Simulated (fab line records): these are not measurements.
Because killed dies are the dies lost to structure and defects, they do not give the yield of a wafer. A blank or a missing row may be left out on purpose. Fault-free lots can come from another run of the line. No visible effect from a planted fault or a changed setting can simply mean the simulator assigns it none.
2 desks, one fault / flow sky130 / each desk holds nothing but its own numbers, with what lay behind them at the end

## FROM THE METROLOGY DESK
Lot by lot, what the gauges showed, no matter which tool ran the lot: averages of those sampled wafers that carry a number. If a lot's mean is further than 4 standard deviations from the usual mean, the lot is out of limits and carries the mark OUT (the distance appears in the brackets).
Columns: A = PASSIVATION_CVD_00_THK at SKY_PASSIVATION_THK_MEAS_01, usual 89.6 nm
lot=L470; first seen here=day 44 05:15; A=90.5
lot=L469; first seen here=day 44 07:02; A=88.3
lot=L474; first seen here=day 45 21:07; A=89.6
lot=L475; first seen here=day 46 00:57; A=91.0
lot=L477; first seen here=day 46 10:23; A=89.5
lot=L478; first seen here=day 46 21:45; A=88.0
lot=L480; first seen here=day 47 00:51; A=88.8
lot=L481; first seen here=day 47 11:22; A=89.7
lot=L483; first seen here=day 47 17:04; A=89.5
lot=L484; first seen here=day 47 19:27; A=89.7
lot=L487; first seen here=day 48 13:14; A=88.5
lot=L490; first seen here=day 49 14:20; A=89.9
This desk's verdict: no lot among the 12 shows anything out of limits.

## AT THE TOOL OWNER'S DESK: pvd-sputter-02
At SKY_VIA2_SPUTTER_20 (material TiN, target thk 20 nm, time 80 s) the tool's own readings: per lot run on this tool, the mean of the sampled wafers that have a number. If a lot's mean is further than 4 standard deviations from the usual mean, the lot is out of limits and carries the mark OUT (the distance appears in the brackets).
Columns: A = throttle-valve-pct at SKY_VIA2_SPUTTER_20, usual 30.1 %
lot=L470; first seen here=day 36 19:29; A=30.8
lot=L475; first seen here=day 38 22:26; A=29.8
lot=L477; first seen here=day 39 09:44; A=30.1
lot=L478; first seen here=day 40 00:25; A=30.0
lot=L481; first seen here=day 40 17:56; A=30.1
lot=L483; first seen here=day 40 22:58; A=30.0
lot=L484; first seen here=day 41 00:21; A=29.9
lot=L487; first seen here=day 41 22:31; A=29.6
This desk's verdict: no lot among the 8 shows anything out of limits.

## TAKEN TOGETHER
From the metrology desk's view, nothing was out of limits.
The desk of the tool owner found nothing out of limits.

## WHAT THE SIMULATOR HAD PUT IN
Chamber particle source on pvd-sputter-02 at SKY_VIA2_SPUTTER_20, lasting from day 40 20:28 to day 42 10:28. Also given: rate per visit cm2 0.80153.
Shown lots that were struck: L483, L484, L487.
